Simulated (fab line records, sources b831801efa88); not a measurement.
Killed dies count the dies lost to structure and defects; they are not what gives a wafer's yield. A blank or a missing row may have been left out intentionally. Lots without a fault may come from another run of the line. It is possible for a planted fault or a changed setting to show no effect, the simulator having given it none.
fab line records ; flow sky130
[record] lots = 7; wafers = 21; last_day = 51
route steps=708 shown METAL1@446 VIA1@458
lots with no fault: from the same line, run without faults
start_h: hours from the record's opening day to when the first of the lot's shown wafers began ; wait_h: hours from the lot's prior step to this one ; " unchanged from the row above ; L1.1+2: several wafers, shown together as one row ; - no value, or no start was given ; * or withheld: withheld ; < > ~ a bound
route shown NAME@n: names a module that has steps shown in the file, with the first one's number in the route ; usual: mean/standard deviation taken from wafers without a fault ; same: alike in all rows ; chamber/n: place in a boat ; sites: readings site by site ; _std_site: how widely they spread, as a standard deviation ; _edge_site: inner sites' mean taken away from outer sites' mean ; radius_mm: how far each site lies from the wafer's centre ; mask NAME#n: copy n ; behind: the most recent tool/chamber to have shaped the wafer ; hold: what put the lot on hold/how long, in hours/how the hold closed ; device: whichever transistor did not switch (one of n, p or np) ; end of line: at the end of the route, the tests of the same wafers ; a step given without rows: its recipe and nothing more ; killed: the dies lost at the first sort to structure and to defects; this is not the yield of the wafer ; map: dies across one wafer; x = killed, . = not, _ = none there
set.NAME: setting as actually run; set.NAME@STEP: the setting as run at that earlier step ; model.NAME: the simulator's own value behind a step, which no gauge read
lots at selected steps of the route; one table per step, one row per wafer
services: a tool's chamber out of use, with start hour (start_h, from the record's first day; less than 0 if before it), hours out, and reason
[[steps]]
[step SKY_METAL1_EXPOSE_12]
[recipe] mask_id = MM1; na = 0.8; source_shape = annular; sigma_inner = 0.55; sigma_outer = 0.85; target_cd_nm = 140; dose_mj = 28
[step SKY_METAL1_PEB_13]
[recipe] peb_temp_c = withheld; peb_time_s = withheld; resist = KrF-thick
[step SKY_METAL1_DEVELOP_14]
[recipe] develop_time_s = 60; resist = KrF-thick; dev_temp_c = 21
[step SKY_METAL1_CD_MEAS_15]
[recipe] target_cd_nm = 140
[usual] cd_nm = 139.8/1.5
lot.wafer;tool;chamber;start_h;wait_h;cd_nm
L312.2;cd_sem-01;-;800.32;-;139.8
L312.4;cd_sem-01;-;800.32;-;140.9
L312.5;cd_sem-01;-;800.32;-;140.9
L316.2;cd_sem-02;-;829.70;-;140.9
L316.3;cd_sem-02;-;829.70;-;141.2
L316.4;cd_sem-02;-;829.70;-;138.6
L320.1;cd_sem-01;-;869.10;-;143.2
L320.2;cd_sem-01;-;869.10;-;142.7
L320.5;cd_sem-01;-;869.10;-;143.0
L321.1;cd_sem-02;-;873.53;-;144.2
L321.2;cd_sem-02;-;873.53;-;143.0
L321.3;cd_sem-02;-;873.53;-;142.8
L322.1;cd_sem-02;-;879.93;-;139.4
L322.5;cd_sem-02;-;879.93;-;139.0
L322.6;cd_sem-02;-;879.93;-;140.2
L328.1;cd_sem-01;-;925.91;-;141.1
L328.3;cd_sem-01;-;925.91;-;140.9
L328.4;cd_sem-01;-;925.91;-;139.8
L334.3;cd_sem-01;-;954.44;-;139.6
L334.4;cd_sem-01;-;954.44;-;139.0
L334.6;cd_sem-01;-;954.44;-;138.4
[step SKY_METAL1_OVL_MEAS_16]
[usual] METAL1_OVL = 0/5.1
lot.wafer;tool;chamber;start_h;wait_h;METAL1_OVL[nm]
L312.2;overlay-02;-;800.43;0.1;11
L312.4;overlay-02;-;800.43;0.1;4
L312.5;overlay-02;-;800.43;0.1;3
L316.2;overlay-01;-;829.81;0.1;-1
L316.3;overlay-01;-;829.81;0.1;3
L316.4;overlay-01;-;829.81;0.1;-6
L320.1;overlay-02;-;869.22;0.1;-1
L320.2;overlay-02;-;869.22;0.1;-2
L320.5;overlay-02;-;869.22;0.1;-3
L321.1;overlay-02;-;873.65;0.1;2
L321.2;overlay-02;-;873.65;0.1;-7
L321.3;overlay-02;-;873.65;0.1;1
L322.1;overlay-02;-;880.05;0.1;-4
L322.5;overlay-02;-;880.05;0.1;1
L322.6;overlay-02;-;880.05;0.1;0
L328.1;overlay-02;-;926.03;0.1;-6
L328.3;overlay-02;-;926.03;0.1;-1
L328.4;overlay-02;-;926.03;0.1;0
L334.3;overlay-01;-;954.53;0.1;-2
L334.4;overlay-01;-;954.53;0.1;-1
L334.6;overlay-01;-;954.53;0.1;2
[step SKY_METAL1_DESCUM_17]
[recipe] chemistry = O2; source_power_w = 150; bias_power_w = 0; pressure_mtorr = 10; temp_c = 40; time_s = 8
[usual] drypump_motor_current_A = 5.6/0.47; oes_product_au = 1.003/0.0082
[same] time_s = 8
lot.wafer;tool;chamber;start_h;wait_h;drypump_motor_current_A;oes_product_au;rf_hours_counter_h
L312.2;rie_metal-02;1;800.46;0.0;5.6;1.000;2
L312.4;rie_metal-02;1;800.46;0.0;5.6;0.996;-
L312.5;rie_metal-02;0;800.46;0.0;6.1;1.012;-
L316.2;rie_metal-03;0;829.84;0.0;5.8;0.987;14
L316.3;rie_metal-03;1;829.84;0.0;4.6;1.001;-
L316.4;rie_metal-03;0;829.84;0.0;5.8;0.990;-
L320.1;rie_metal-02;1;869.25;0.0;5.6;1.007;5
L320.2;rie_metal-02;0;869.25;0.0;6.1;1.017;16
L320.5;rie_metal-02;0;869.25;0.0;6.1;1.014;-
L321.1;rie_metal-02;1;873.69;0.0;5.6;1.006;5
L321.2;rie_metal-02;0;873.69;0.0;6.1;1.009;16
L321.3;rie_metal-02;1;873.69;0.0;5.6;1.006;-
L322.1;rie_metal-01;1;880.09;0.0;5.3;1.016;11
L322.5;rie_metal-01;1;880.09;0.0;5.4;1.004;-
L322.6;rie_metal-01;1;880.09;0.0;5.4;0.999;-
L328.1;rie_metal-01;1;926.07;0.0;5.4;0.997;14
L328.3;rie_metal-01;1;926.07;0.0;5.3;1.006;-
L328.4;rie_metal-01;0;926.07;0.0;6.1;1.008;-
L334.3;rie_metal-03;0;954.57;0.0;5.8;0.995;-
L334.4;rie_metal-03;1;954.57;0.0;4.6;1.000;-
L334.6;rie_metal-03;1;954.57;0.0;4.7;0.999;-
[step SKY_METAL1_ETCH_18]
[recipe] chemistry = N2/H2; target = BARC; ion_energy_ev = 200; bias_w = 100; pressure_mtorr = 30; n2_flow_sccm = 100; h2_flow_sccm = 200; icp_w = 500; stop_on = SiO2; time_s = 45.9; target_depth_a = 600
[usual] drypump_motor_current_A = 5.6/0.48; oes_product_au = 0.855/0.0048; throttle_valve_pct = 13.223/0.0098
[same] time_s = 45.9
lot.wafer;tool;chamber;start_h;wait_h;drypump_motor_current_A;oes_product_au;rf_hours_counter_h;throttle_valve_pct
L312.2;rie_metal-02;1;800.49;0.0;5.6;0.855;2;13.222
L312.4;rie_metal-02;1;800.49;0.0;5.6;0.855;-;13.213
L312.5;rie_metal-02;0;800.49;0.0;6.1;0.859;-;13.219
L316.2;rie_metal-03;0;829.87;0.0;5.9;0.861;14;13.228
L316.3;rie_metal-03;1;829.87;0.0;4.7;0.856;-;13.218
L316.4;rie_metal-03;0;829.87;0.0;5.9;0.847;-;13.208
L320.1;rie_metal-02;1;869.28;0.0;5.6;0.850;5;13.211
L320.2;rie_metal-02;0;869.28;0.0;6.2;0.857;16;13.219
L320.5;rie_metal-02;0;869.28;0.0;6.1;0.848;-;13.226
L321.1;rie_metal-02;1;873.72;0.0;5.6;0.865;5;13.211
L321.2;rie_metal-02;0;873.72;0.0;6.1;0.858;16;13.222
L321.3;rie_metal-02;1;873.72;0.0;5.6;0.860;-;13.208
L322.1;rie_metal-01;1;880.15;0.1;5.3;0.855;11;13.223
L322.5;rie_metal-01;1;880.15;0.1;5.3;0.862;-;13.204
L322.6;rie_metal-01;1;880.15;0.1;5.3;0.867;-;13.227
L328.1;rie_metal-01;1;926.10;0.0;5.4;0.849;14;13.230
L328.3;rie_metal-01;1;926.10;0.0;5.4;0.851;-;13.227
L328.4;rie_metal-01;0;926.10;0.0;6.1;0.853;-;13.214
L334.3;rie_metal-03;0;954.61;0.0;5.8;0.853;-;13.224
L334.4;rie_metal-03;1;954.61;0.0;4.6;0.858;-;13.207
L334.6;rie_metal-03;1;954.61;0.0;4.7;0.856;-;13.221
[step SKY_METAL1_METAL_ETCH_19]
[recipe] target_depth_a = 3600; stop_on = SiO2; over_etch_frac = 0.3; time_s = 78; chemistry = Cl2/BCl3; resist_sidewall_deg = 88; pressure_mtorr = 10; icp_w = 900; bias_w = 48.5; Cl2_flow_sccm = 60; bcl3_flow_sccm = 30
[usual] drypump_motor_current_A = 5.6/0.47; oes_product_au = 0.854/0.0059; throttle_valve_pct = 22.266/0.0084
[same] time_s = 78
lot.wafer;tool;chamber;start_h;wait_h;drypump_motor_current_A;oes_product_au;rf_hours_counter_h;throttle_valve_pct
L312.2;rie_metal-02;1;800.55;0.0;5.6;0.865;2;22.262
L312.4;rie_metal-02;1;800.55;0.0;5.6;0.862;-;22.257
L312.5;rie_metal-02;0;800.55;0.0;6.1;0.857;-;22.281
L316.2;rie_metal-03;0;829.93;0.0;5.8;0.854;14;22.263
L316.3;rie_metal-03;1;829.93;0.0;4.6;0.854;-;22.249
L316.4;rie_metal-03;0;829.93;0.0;5.9;0.859;-;22.270
L320.1;rie_metal-02;1;869.35;0.0;5.6;0.853;5;22.267
L320.2;rie_metal-02;0;869.35;0.0;6.1;0.855;16;22.267
L320.5;rie_metal-02;0;869.35;0.0;6.1;0.853;-;22.265
L321.1;rie_metal-02;1;873.78;0.0;5.6;0.851;5;22.276
L321.2;rie_metal-02;0;873.78;0.0;6.1;0.852;16;22.269
L321.3;rie_metal-02;1;873.78;0.0;5.6;0.849;-;22.260
L322.1;rie_metal-01;1;880.28;0.1;5.3;0.859;11;22.269
L322.5;rie_metal-01;1;880.28;0.1;5.4;0.839;-;22.255
L322.6;rie_metal-01;1;880.28;0.1;5.4;0.855;-;22.262
L328.1;rie_metal-01;1;926.16;0.0;5.3;0.857;14;22.285
L328.3;rie_metal-01;1;926.16;0.0;5.3;0.856;-;22.274
L328.4;rie_metal-01;0;926.16;0.0;6.1;0.860;-;22.266
L334.3;rie_metal-03;0;954.68;0.1;5.8;0.848;-;22.266
L334.4;rie_metal-03;1;954.68;0.1;4.7;0.843;-;22.269
L334.6;rie_metal-03;1;954.68;0.1;4.7;0.856;-;22.250
[step SKY_METAL1_STRIP_20]
[recipe] chemistry = O2/N2; power_w = 1400; pressure_mtorr = 1500; platen_temp_c = withheld; o2_flow_sccm = 3000; n2_flow_sccm = 300; overash_fraction = 0.5
[usual] drypump_motor_current_A = 5.9/0.56; o2_flow_sccm = 2998/9.8; oes_product_au = 0.343/0.0049; strip_time_to_endpoint_s = 2.70/0.032
lot.wafer;tool;chamber;start_h;wait_h;drypump_motor_current_A;o2_flow_sccm;oes_product_au;rf_hours_counter_h;strip_time_to_endpoint_s
L312.2;plasma_asher-04;1;800.64;0.1;6.5;3003;0.339;94;2.71
L312.4;plasma_asher-04;1;800.64;0.1;6.5;2996;0.338;-;2.70
L312.5;plasma_asher-04;0;800.64;0.1;5.9;3005;0.339;-;2.67
L316.2;plasma_asher-03;0;830.02;0.1;5.6;2987;0.344;68;2.74
L316.3;plasma_asher-03;0;830.02;0.1;5.6;3006;0.344;-;2.70
L316.4;plasma_asher-03;1;830.02;0.1;6.3;2987;0.348;-;2.77
L320.1;plasma_asher-03;1;869.44;0.1;6.2;3001;0.343;73;2.67
L320.2;plasma_asher-03;0;869.44;0.1;5.6;3011;0.340;73;2.65
L320.5;plasma_asher-03;0;869.44;0.1;5.6;2993;0.341;-;2.64
L321.1;plasma_asher-02;1;873.87;0.1;4.7;2971;0.334;5;2.71
L321.2;plasma_asher-02;0;873.87;0.1;6.2;2989;0.341;5;2.68
L321.3;plasma_asher-02;0;873.87;0.1;6.2;3004;0.349;-;2.71
L322.1;plasma_asher-03;1;880.46;0.1;6.2;2978;0.338;74;2.69
L322.5;plasma_asher-03;1;880.46;0.1;6.3;2994;0.352;-;2.69
L322.6;plasma_asher-03;0;880.46;0.1;5.6;3020;0.351;-;2.71
L328.1;plasma_asher-02;0;926.25;0.1;6.2;2986;0.352;8;2.73
L328.3;plasma_asher-02;1;926.25;0.1;4.7;2990;0.338;-;2.69
L328.4;plasma_asher-02;0;926.25;0.1;6.2;2991;0.346;-;2.73
L334.3;plasma_asher-02;1;954.78;0.1;4.7;2994;0.339;-;2.70
L334.4;plasma_asher-02;0;954.78;0.1;6.2;2995;0.337;-;2.69
L334.6;plasma_asher-02;0;954.78;0.1;6.2;3000;0.333;-;2.68
[step SKY_METAL1_STRIP_21]
[recipe] chemistry = post_etch_residue_remover; time_s = 1200; temp_c = 72.5
[step SKY_METAL1_CLEAN_22]
[recipe] chemistry = IPA; time_s = 180; temp_c = 25
[step SKY_METAL1_CLEAN_23]
[recipe] chemistry = O3/DIW; dry = n2_spin
[step SKY_VIA1_HDPCVD_00]
[recipe] material = SiO2; target_thk_nm = 1030; sigma_open_frac = 0.3; time_s = 171.7; temp_c = 400; sih4_flow_sccm = 60; pressure_mtorr = 6
lot.wafer;tool;chamber;start_h;wait_h;model.SiO2_of_VIA1_HDPCVD_00.thk_nm
L312.2;hdpcvd-02;2;801.27;0.0;1032
L312.4;hdpcvd-02;0;801.27;0.0;1041
L312.5;hdpcvd-02;2;801.27;0.0;1047
L316.2;hdpcvd-01;2;830.70;0.0;1043
L316.3;hdpcvd-01;0;830.70;0.0;1041
L316.4;hdpcvd-01;0;830.70;0.0;1037
L320.1;hdpcvd-02;2;870.06;0.0;1809
L320.2;hdpcvd-02;1;870.06;0.0;1789
L320.5;hdpcvd-02;0;870.06;0.0;1818
L321.1;hdpcvd-02;2;874.50;0.0;1816
L321.2;hdpcvd-02;0;874.50;0.0;1814
L321.3;hdpcvd-02;1;874.50;0.0;1794
L322.1+6;hdpcvd-02;0,2;881.05;0.0;1816
L322.5;hdpcvd-02;1;881.05;0.0;1784
L328.1+3;hdpcvd-01;0,2;926.85;0.0;1035
L328.4;hdpcvd-01;2;926.85;0.0;1043
L334.3;hdpcvd-02;1;955.33;0.0;1025
L334.4;hdpcvd-02;0;955.33;0.0;1052
L334.6;hdpcvd-02;1;955.33;0.0;1024
[step SKY_VIA1_THK_MEAS_01]
[recipe] reads = SiO2_of_VIA1_HDPCVD_00
[usual] VIA1_HDPCVD_THK = 1034/12
lot.wafer;tool;chamber;start_h;wait_h;VIA1_HDPCVD_THK[nm]
L312.2;film_metro-01;-;801.39;0.1;1033
L312.4;film_metro-01;-;801.39;0.1;1041
L312.5;film_metro-01;-;801.39;0.1;1047
L316.2;film_metro-02;-;830.82;0.1;1042
L316.3;film_metro-02;-;830.82;0.1;1042
L316.4;film_metro-02;-;830.82;0.1;1035
L320.1;film_metro-01;-;870.18;0.1;1808
L320.2;film_metro-01;-;870.18;0.1;1789
L320.5;film_metro-01;-;870.18;0.1;1818
L321.1;film_metro-01;-;874.61;0.1;1817
L321.2;film_metro-01;-;874.61;0.1;1813
L321.3;film_metro-01;-;874.61;0.1;1793
L322.1;film_metro-03;-;881.16;0.1;1816
L322.5;film_metro-03;-;881.16;0.1;1784
L322.6;film_metro-03;-;881.16;0.1;1817
L328.1;film_metro-02;-;926.96;0.1;1034
L328.3;film_metro-02;-;926.96;0.1;1035
L328.4;film_metro-02;-;926.96;0.1;1043
L334.3;film_metro-01;-;955.47;0.1;1026
L334.4;film_metro-01;-;955.47;0.1;1052
L334.6;film_metro-01;-;955.47;0.1;1023
[step SKY_VIA1_CMP_02]
[recipe] material = SiO2; down_force_psi = 4; platen_rpm = 60; pad_velocity_m_s = 0.94248
[usual] head_pressure_psi = 4.001/0.009; motor_current_A = 12.1/1.2; slurry_filter_dp_kPa = 13.50/0.14
lot.wafer;tool;chamber;start_h;wait_h;head_pressure_psi;motor_current_A;slurry_filter_dp_kPa
L312.2;cmp-01;1;801.44;0.0;4.006;12.3;13.23
L312.4;cmp-01;2;801.44;0.0;4.010;11.5;13.34
L312.5;cmp-01;1;801.44;0.0;4.012;11.8;13.54
L316.4;cmp-01;3;830.87;0.0;4.010;11.2;13.56
L316.3;cmp-01;1;830.87;0.0;4.011;12.0;13.77
L316.2;cmp-01;2;830.87;0.0;4.000;11.9;13.43
L320.1;cmp-02;0;870.57;0.4;3.992;12.0;13.47
L320.2;cmp-02;1;870.57;0.4;4.013;15.0;13.56
L320.5;cmp-02;3;870.57;0.4;3.994;14.7;13.66
L321.2;cmp-02;0;874.72;0.1;4.016;11.2;13.56
L321.3;cmp-02;1;874.72;0.1;3.991;13.7;13.35
L321.1;cmp-02;2;874.72;0.1;4.007;11.7;13.55
L322.1;cmp-01;1;881.27;0.1;3.988;11.9;13.61
L322.5;cmp-01;0;881.27;0.1;4.017;11.8;13.74
L322.6;cmp-01;1;881.27;0.1;3.999;11.8;13.48
L328.4;cmp-01;2;927.02;0.0;3.999;11.5;13.61
L328.1;cmp-01;0;927.02;0.0;3.988;12.1;13.58
L328.3;cmp-01;1;927.02;0.0;3.997;11.3;13.38
L334.4;cmp-01;2;955.56;0.1;3.990;11.4;13.61
L334.3;cmp-01;0;955.56;0.1;4.008;10.8;13.54
L334.6;cmp-01;1;955.56;0.1;4.004;11.4;13.60
[[services]]
tool;chamber;start_h;hours;kind
hdpcvd-01;0;801.55;14.0;repair
plasma_asher-02;-;845.56;7.7;repair
hdpcvd-01;-;851.50;28.1;pm
rie_metal-01;0;856.64;13.8;repair
cmp-01;-;867.94;12.5;repair
rie_metal-01;0;874.16;21.6;repair
plasma_asher-02;-;874.53;15.6;pm
cmp-02;-;876.07;0.5;repair
rie_metal-02;0;884.12;-;clean
rie_metal-02;0;884.12;17.8;scheduled_down
rie_metal-02;0;884.12;17.8;vent_cycle
hdpcvd-01;1;886.33;4.1;repair
hdpcvd-02;0;888.48;14.6;repair
rie_metal-01;-;905.16;0.8;repair
cmp-02;-;907.53;3.5;repair
rie_metal-01;0;908.80;-;clean
rie_metal-01;0;908.80;13.2;scheduled_down
rie_metal-01;0;908.80;13.2;vent_cycle
cmp-01;-;915.85;4.0;pm
plasma_asher-02;-;917.56;2.8;pm
rie_metal-02;0;925.63;8.6;repair
cmp-01;-;941.23;4.9;pm
hdpcvd-01;-;950.25;15.0;pm
cmp-02;-;950.58;5.5;pm
[[key]]
[first_sign] step = SKY_VIA1_THK_MEAS_01; reading = VIA1_HDPCVD_THK; direction = up; sigmas = 67; usual = 1034; struck = 1806
effect none on later readings
[model_effect] step = SKY_VIA1_HDPCVD_00; value = SiO2_of_VIA1_HDPCVD_00.thk_nm; without = 1032; struck = 1806
met_at SKY_VIA1_HDPCVD_00
struck_wafers L320.1,L320.2,L320.5,L321.1,L321.2,L321.3,L322.1,L322.5,L322.6
onset_between 801.27 870.06
[fault] kind = process_parameter_drift; tool = hdpcvd-02; chamber = -; onset_h = 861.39; steps = SKY_VIA1_HDPCVD_00; channel = target_thk_nm; offset = 774.09; shape = step; end_h = 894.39; acts_in = these_recipes_only; stated = 1030
